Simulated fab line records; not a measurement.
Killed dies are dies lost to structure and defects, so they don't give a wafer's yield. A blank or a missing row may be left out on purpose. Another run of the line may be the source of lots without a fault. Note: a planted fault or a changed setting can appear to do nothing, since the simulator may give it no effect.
The tool behind it: which one? / flow sky130 / 6 lots with 18 wafers sampled at 5 steps, on a route of 708 steps

WHAT EACH GAUGE READ, for each wafer
SKY_VT_ADJUST_PCH_TW_MEAS_10.
lot=L989; measured=day 10 15:09; on=film metro-04; VT_ADJUST_PCH_TW=143.0 143.1 142.7
lot=L993; measured=day 11 19:02; on=film metro-03; VT_ADJUST_PCH_TW=145.1 145.1 145.4
lot=L101; measured=day 14 10:23; on=film metro-04; VT_ADJUST_PCH_TW=142.7 141.9 142.4
lot=L104; measured=day 15 13:54; on=film metro-02; VT_ADJUST_PCH_TW=143.7 142.8 143.8
lot=L107; measured=day 16 11:50; on=film metro-02; VT_ADJUST_PCH_TW=143.5 143.0 143.2
lot=L109; measured=day 16 19:53; on=film metro-04; VT_ADJUST_PCH_TW=141.9 141.6 140.9

WHAT TOOL EACH LOT RAN ON (gives the tool, then ch and the chambers of the sampled wafers, and finally the start)
lot=L989; SKY_NWELL_STRIP_25=plasma asher-04 ch 0,1, day 5 12:46; SKY_NWELL_RTA_28=rtp anneal-01 ch 0, day 5 12:59; SKY_VT_ADJUST_HVTR_STRIP_10=plasma asher-03 ch 0,1, day 9 17:05; SKY_VT_ADJUST_PCH_STRIP_09=plasma asher-04 ch 0,1, day 10 15:02
lot=L993; SKY_NWELL_STRIP_25=plasma asher-01 ch 0,1, day 6 10:29; SKY_NWELL_RTA_28=rtp anneal-02 ch 0, day 6 10:41; SKY_VT_ADJUST_HVTR_STRIP_10=plasma asher-03 ch 0,1, day 10 19:15; SKY_VT_ADJUST_PCH_STRIP_09=plasma asher-03 ch 0,1, day 11 18:56
lot=L101; SKY_NWELL_STRIP_25=plasma asher-03 ch 0,1, day 8 14:14; SKY_NWELL_RTA_28=rtp anneal-01 ch 0, day 8 14:27; SKY_VT_ADJUST_HVTR_STRIP_10=plasma asher-04 ch 0,1, day 13 08:41; SKY_VT_ADJUST_PCH_STRIP_09=plasma asher-04 ch 0,1, day 14 10:17
lot=L104; SKY_NWELL_STRIP_25=plasma asher-04 ch 0,1, day 9 11:32; SKY_NWELL_RTA_28=rtp anneal-02 ch 0, day 9 11:44; SKY_VT_ADJUST_HVTR_STRIP_10=plasma asher-03 ch 0,1, day 14 10:44; SKY_VT_ADJUST_PCH_STRIP_09=plasma asher-03 ch 0,1, day 15 13:49
lot=L107; SKY_NWELL_STRIP_25=plasma asher-03 ch 0,1, day 10 04:19; SKY_NWELL_RTA_28=rtp anneal-01 ch 0, day 10 04:32; SKY_VT_ADJUST_HVTR_STRIP_10=plasma asher-01 ch 0,1, day 15 07:26; SKY_VT_ADJUST_PCH_STRIP_09=plasma asher-02 ch 0, day 16 11:43
lot=L109; SKY_NWELL_STRIP_25=plasma asher-03 ch 0,1, day 10 11:41; SKY_NWELL_RTA_28=rtp anneal-02 ch 0, day 10 11:53; SKY_VT_ADJUST_HVTR_STRIP_10=plasma asher-01 ch 0,1, day 15 16:08; SKY_VT_ADJUST_PCH_STRIP_09=plasma asher-04 ch 0,1, day 16 19:47
- SKY_NWELL_STRIP_25: strips in O2/N2.
- SKY_NWELL_RTA_28: time 30 s.
- SKY_VT_ADJUST_HVTR_STRIP_10: strips in O2/N2.
- SKY_VT_ADJUST_PCH_STRIP_09: strips in O2/N2.

THE ANSWER, worked out from the rows above alone
Rule: the lots themselves supply what counts as usual. Put in order of their means at a reading, lots are off if they are a third of the lots or fewer, leave a main group of 4 or more, and stand apart from it by a gap of 3 or more times the standard deviation of the main group's means; of several such gaps the widest counts. A main group is skipped when, at the precision printed for the reading in the tables above, its means are all equal. Also off: a lot with no number at a reading for which 4 or more lots have one. The other lots that the step has rows for count as sound.
No lot is off on any of the readings shown, so nothing can be concluded from this.

WHAT WAS PUT IN BY THE SIMULATOR
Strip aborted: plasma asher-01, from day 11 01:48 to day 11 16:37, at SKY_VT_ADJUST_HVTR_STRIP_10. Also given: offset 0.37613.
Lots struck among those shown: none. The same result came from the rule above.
